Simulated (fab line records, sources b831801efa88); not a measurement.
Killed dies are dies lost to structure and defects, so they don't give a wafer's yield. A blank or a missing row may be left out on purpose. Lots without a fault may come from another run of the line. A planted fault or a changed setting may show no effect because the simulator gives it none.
Chamber matching | flow gf180mcu | GF_V2_CVD_02 on pecvd-02: 3 sister chambers
The step deposits SiO2 from TEOS, target thk 850 nm, time 94.851 s. 6 wafers are shown with their chamber, then 8 later ones without.

WAFERS WITH THEIR CHAMBER
wafer  | chamber | heater_power_w (W)
L083.3 | 0       | 820
L085.4 | 2       | 602
L088.2 | 1       | 752
L088.3 | 1       | 827
L088.4 | 2       | 657
L090.1 | 0       | 913

WAFERS WITHOUT THEIR CHAMBER
wafer  | heater_power_w (W)
L090.4 | 638
L090.5 | 741
L091.1 | 652
L091.3 | 658
L091.4 | 801
L096.1 | 750
L096.2 | 928
L096.5 | 786

WHICH CHAMBER EACH WENT THROUGH
wafer  | from the rows above          | in truth
L090.4 | 2                            | 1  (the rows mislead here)
L090.5 | can't be placed: 1 or 2 or 0 | 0
L091.1 | 2                            | 2
L091.3 | can't be placed: 2 or 1      | 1
L091.4 | can't be placed: 1 or 0      | 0
L096.1 | can't be placed: 1 or 0 or 2 | 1
L096.2 | can't be placed: 0 or 1      | 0
L096.5 | can't be placed: 1 or 0      | 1
Placed correctly: 1 of 8. Can't be placed from these rows: 6 (the true chamber is among the candidates in 6). Placed wrongly: 1.
How it was worked out, from the rows above alone: a wafer's distance from a chamber is the root of the sum, over the readings, of the square of ((its reading less the chamber's mean) divided by the reading's scatter). The wafer belongs to the nearest chamber; if the next one is less than 2 further off, it can't be placed. A chamber's mean is the mean of its shown wafers. The scatter: the root of (the sum of the squares of (reading less its chamber's mean) over the shown wafers, divided by (wafers less chambers)).
